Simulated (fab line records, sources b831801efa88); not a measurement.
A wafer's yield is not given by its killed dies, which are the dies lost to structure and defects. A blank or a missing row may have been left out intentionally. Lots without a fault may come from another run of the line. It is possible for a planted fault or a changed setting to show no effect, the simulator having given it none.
Which of the tools did it? | flow gf180mcu | 21 wafers sampled from 7 lots at 1 step of a route of 602

== WHAT EACH GAUGE READ, for each wafer ==
GF_HV_LDD_OVL_MEAS_32.
lot  | measured     | on         | HV_LDD_02_OVL (nm)
L452 | day 12 06:01 | overlay-01 | 3.8 2.7 1.6
L454 | day 12 22:49 | overlay-02 | 3.2 4.4 2.5
L456 | day 13 15:05 | overlay-01 | 2.6 3.9 3.8
L458 | day 14 05:40 | overlay-01 | 2.1 1.1 1.6
L468 | day 17 15:17 | overlay-02 | 3.3 1.3 1.2
L471 | day 18 11:05 | overlay-01 | -0.1 1.0 0.6
L473 | day 19 00:17 | overlay-01 | 1.3 1.5 1.9

== EACH LOT AND THE TOOL THAT RAN IT (in order: tool; ch and the chambers of the sampled wafers; start) ==
Record: no process step prior to these readings.

== THE ANSWER, worked out from the rows above alone ==
Rule: the lots themselves supply what counts as usual. The widest of any qualifying gaps counts: lots, ordered by their means at a reading, are off when they make up no more than a third of the lots, leave a main group of 4 or more, and stand apart from it by 3 or more times the standard deviation of that group's means. A main group whose means are all the same, to the digits that the tables above print for the reading, isn't used. A lot without any number at a reading at which 4 lots or more have one is off too. Where the step has rows for the other lots, those lots are counted as sound.
None of the lots is off at any reading shown; this tells nothing.

== WHAT THE SIMULATOR PUT IN ==
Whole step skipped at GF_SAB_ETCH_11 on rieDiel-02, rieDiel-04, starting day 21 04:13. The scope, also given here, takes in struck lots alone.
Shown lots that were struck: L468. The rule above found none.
